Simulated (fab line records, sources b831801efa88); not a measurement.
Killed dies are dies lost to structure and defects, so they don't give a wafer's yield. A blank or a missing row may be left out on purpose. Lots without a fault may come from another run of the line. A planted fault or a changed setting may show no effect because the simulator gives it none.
Chamber matching | flow sky130 | SKY_VIA2_ETCH_15 on rie_diel-04: 4 sister chambers
The step etches SiO2 in C4F8/O2/Ar, stops on TiN, target depth 546 nm, time 84 s. 20 wafers are shown with their chamber, then 10 later ones without.

WAFERS WITH THEIR CHAMBER
wafer  | chamber | oes_product_au (a.u.)
L079.3 | 1       | 0.934
L079.4 | 0       | 0.938
L079.5 | 3       | 0.939
L081.4 | 3       | 0.939
L081.5 | 2       | 0.941
L081.6 | 3       | 0.942
L082.3 | 0       | 0.935
L082.4 | 3       | 0.938
L082.6 | 1       | 0.944
L083.1 | 0       | 0.938
L083.2 | 3       | 0.937
L083.6 | 1       | 0.936
L085.1 | 3       | 0.938
L085.5 | 0       | 0.928
L085.6 | 1       | 0.942
L086.1 | 0       | 0.940
L086.3 | 1       | 0.943
L086.4 | 3       | 0.933
L088.1 | 3       | 0.938
L088.3 | 1       | 0.947

SIGNATURES (means of the wafers above)
reading        | chamber 0 | chamber 1 | chamber 2 | chamber 3 | scatter within a chamber
oes_product_au | 0.93580   | 0.94100   | 0.94100   | 0.93800   | 0.00401
Rule: a wafer's distance from a chamber is the root of the sum, over the readings, of the square of ((its reading less the chamber's mean) divided by the reading's scatter). The wafer belongs to the nearest chamber; if the next one is less than 2 further off, it can't be placed. The scatter: the root of (the sum of the squares of (reading less its chamber's mean) over the shown wafers, divided by (wafers less chambers)).

WAFERS WITHOUT THEIR CHAMBER
wafer  | oes_product_au (a.u.)
L088.4 | 0.941
L090.2 | 0.939
L090.3 | 0.936
L090.5 | 0.942
L092.1 | 0.940
L092.3 | 0.931
L092.5 | 0.948
L095.2 | 0.946
L095.4 | 0.934
L095.6 | 0.932

WHICH CHAMBER EACH WENT THROUGH
wafer  | from the rows above               | in truth
L088.4 | can't be placed: 1 or 2 or 3 or 0 | 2
L090.2 | can't be placed: 3 or 1 or 2 or 0 | 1
L090.3 | can't be placed: 0 or 3 or 1 or 2 | 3
L090.5 | can't be placed: 1 or 2 or 3 or 0 | 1
L092.1 | can't be placed: 1 or 2 or 3 or 0 | 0
L092.3 | can't be placed: 0 or 3 or 1 or 2 | 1
L092.5 | can't be placed: 1 or 2 or 3 or 0 | 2
L095.2 | can't be placed: 1 or 2 or 3 or 0 | 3
L095.4 | can't be placed: 0 or 3 or 1 or 2 | 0
L095.6 | can't be placed: 0 or 3 or 1 or 2 | 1
Placed correctly: 0 of 10. Can't be placed from these rows: 10 (the true chamber is among the candidates in 10). Placed wrongly: 0.
